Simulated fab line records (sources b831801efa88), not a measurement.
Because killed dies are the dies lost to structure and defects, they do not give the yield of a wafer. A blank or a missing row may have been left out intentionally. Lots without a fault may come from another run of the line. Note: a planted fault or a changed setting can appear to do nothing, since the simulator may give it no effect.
Which tool did it? -- flow gf180mcu -- 14 lots with 42 wafers sampled at 4 steps, on a route of 602 steps

## WHAT EACH GAUGE READ, for each wafer
GF_M4_OVL_MEAS_15.
lot,measured,on,M4_OVL (nm)
L649,day 23 12:37,overlay-02,1 1 4
L650,day 23 19:40,overlay-01,0 4 5
L653,day 24 22:39,overlay-02,10 6 6
L654,day 24 23:27,overlay-01,-9 -2 -7
L655,day 25 07:10,overlay-02,-6 -5 -3
L657,day 26 00:38,overlay-01,-3 -9 3
L658,day 26 14:40,overlay-02,-2 -1 -4
L659,day 26 17:04,overlay-02,4 3 2
L666,day 28 21:47,overlay-02,-1 -1 -5
L667,day 29 05:49,overlay-02,-3 -4 -6
L668,day 29 10:50,overlay-01,4 5 5
L669,day 30 01:08,overlay-02,3 9 4
L670,day 30 12:29,overlay-01,-3 -4 -5
L672,day 30 17:59,overlay-01,-1 0 0

## WHAT TOOL EACH LOT RAN ON (gives the tool, then ch and the chambers of the sampled wafers, and finally the start)
lot,GF_V3_CVD_02,GF_M4_SPUTTER_00,GF_M4_DEHYDRATE_07
L649,"pecvd-01 ch 0,2, day 21 12:50","pvdSputter-04, day 22 13:50","lithoTrack-04 ch 0, day 23 00:49"
L650,"pecvd-01 ch 1,2, day 21 19:53","pvdSputter-01, day 22 20:41","lithoTrack-02 ch 0, day 23 08:00"
L653,"pecvd-04 ch 0,2, day 22 23:46","pvdSputter-04, day 23 23:59","lithoTrack-03 ch 0, day 24 10:58"
L654,"pecvd-01 ch 0,1, day 23 01:16","pvdSputter-01, day 24 00:56","lithoTrack-02 ch 0, day 24 12:00"
L655,"pecvd-03 ch 0,2, day 23 09:09","pvdSputter-03, day 24 09:17","lithoTrack-02 ch 0, day 24 19:37"
L657,"pecvd-04 ch 0,1,2, day 24 02:01","pvdSputter-03, day 25 02:10","lithoTrack-04 ch 0, day 25 13:10"
L658,"pecvd-04 ch 0,1,2, day 24 16:58","pvdSputter-04, day 25 17:02","lithoTrack-03 ch 0, day 26 03:30"
L659,"pecvd-03 ch 0,1,2, day 24 19:16","pvdSputter-01, day 25 19:13","lithoTrack-04 ch 0, day 26 05:56"
L666,"pecvd-03 ch 0,1, day 27 03:40","pvdSputter-04, day 28 02:19","lithoTrack-02 ch 0, day 28 11:52"
L667,"pecvd-04 ch 0,1,2, day 27 12:22","pvdSputter-03, day 28 10:26","lithoTrack-02 ch 0, day 28 19:51"
L668,"pecvd-01 ch 1,2, day 27 17:30","pvdSputter-01, day 28 16:00","lithoTrack-03 ch 0, day 29 00:46"
L669,"pecvd-04 ch 0,1,2, day 28 08:56","pvdSputter-01, day 29 06:11","lithoTrack-02 ch 0, day 29 15:01"
L670,"pecvd-03 ch 1,2, day 28 21:06","pvdSputter-04, day 29 18:05","lithoTrack-04 ch 0, day 30 02:58"
L672,"pecvd-01 ch 0,1,2, day 29 01:43","pvdSputter-03, day 29 23:14","lithoTrack-03 ch 0, day 30 07:57"
- GF_V3_CVD_02: deposits SiO2 from TEOS, target thk 850 nm, time 94.851 s.
- GF_M4_SPUTTER_00: material Ti, target thk 37.5 nm, time 150 s.
- GF_M4_DEHYDRATE_07: time 60 s.

## AS READ BY THE TOOLS THEMSELVES (means over the sampled wafers that have a number; for cases with no such wafer, the mark the record gives instead)
GF_V3_CVD_02.
lot,tool,heaterPowerW (W)
L649,pecvd-01,716
L650,pecvd-01,609
L653,pecvd-04,690
L654,pecvd-01,634
L655,pecvd-03,590
L657,pecvd-04,679
L658,pecvd-04,644
L659,pecvd-03,598
L666,pecvd-03,617
L667,pecvd-04,627
L668,pecvd-01,637
L669,pecvd-04,645
L670,pecvd-03,591
L672,pecvd-01,640

GF_M4_SPUTTER_00.
lot,tool,throttleValvePct (%)
L649,pvdSputter-04,28.8
L650,pvdSputter-01,30.0
L653,pvdSputter-04,28.9
L654,pvdSputter-01,30.1
L655,pvdSputter-03,31.0
L657,pvdSputter-03,30.2
L658,pvdSputter-04,29.0
L659,pvdSputter-01,29.1
L666,pvdSputter-04,29.6
L667,pvdSputter-03,30.1
L668,pvdSputter-01,29.3
L669,pvdSputter-01,30.7
L670,pvdSputter-04,29.2
L672,pvdSputter-03,29.4

GF_M4_DEHYDRATE_07.
lot,tool,heaterPowerTotalW (W),plateTempC (C)
L649,lithoTrack-04,160.44,199.93
L650,lithoTrack-02,160.42,200.00
L653,lithoTrack-03,160.32,199.79
L654,lithoTrack-02,160.48,200.08
L655,lithoTrack-02,160.40,199.82
L657,lithoTrack-04,160.29,200.03
L658,lithoTrack-03,160.22,200.00
L659,lithoTrack-04,160.48,199.93
L666,lithoTrack-02,162.11,201.70
L667,lithoTrack-02,162.07,201.55
L668,lithoTrack-03,160.40,199.92
L669,lithoTrack-02,162.08,201.60
L670,lithoTrack-04,160.48,199.98
L672,lithoTrack-03,160.58,200.14

## THE ANSWER, worked out from the rows above alone
Rule: usual is defined by the lots themselves. Put in order of their means at a reading, lots are off if they are a third of the lots or fewer, leave a main group of 4 or more, and stand apart from it by a gap of 3 or more times the standard deviation of the main group's means; of several such gaps the widest counts. A main group is skipped when, at the precision printed for the reading in the tables above, its means are all equal. A lot without any number at a reading at which 4 lots or more have one is off too. Where the step has rows for the other lots, those lots are counted as sound. Order of review: gauges by route order, followed by the tools' own readings, for which a lot's mean as printed above is used. The first step at which some lot is off is used, and at that step the reading that is off furthest; a lot without a number counts as furthest.
Off: L666, L667, L669 (GF_M4_DEHYDRATE_07, heaterPowerTotalW). The main group: mean 160.41 W, standard deviation 0.097.
A tool fits if, at that step or a process step before it, it ran every lot that is off, and no sound lot after the first of them. One fits: lithoTrack-02 at GF_M4_DEHYDRATE_07. A fault onset in the window from L655 (day 24 19:37, its last sound lot) to L666 (day 28 11:52, its first lot off) fits.
The tool's own readings at GF_M4_DEHYDRATE_07 bear it out: on the lots that are off they differ by more than 5 times the standard deviation of the sound lots' means. heaterPowerTotalW reads 162.09 W there against 160.41 W on the sound lots; plateTempC reads 201.62 C there against 199.97 C on the sound lots.

## WHAT THE SIMULATOR HAD PUT IN
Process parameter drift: lithoTrack-02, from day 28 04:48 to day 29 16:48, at GF_M4_DEHYDRATE_07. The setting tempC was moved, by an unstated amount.
Struck lots among those shown: L666, L667, L669. Same finding as the rule above.
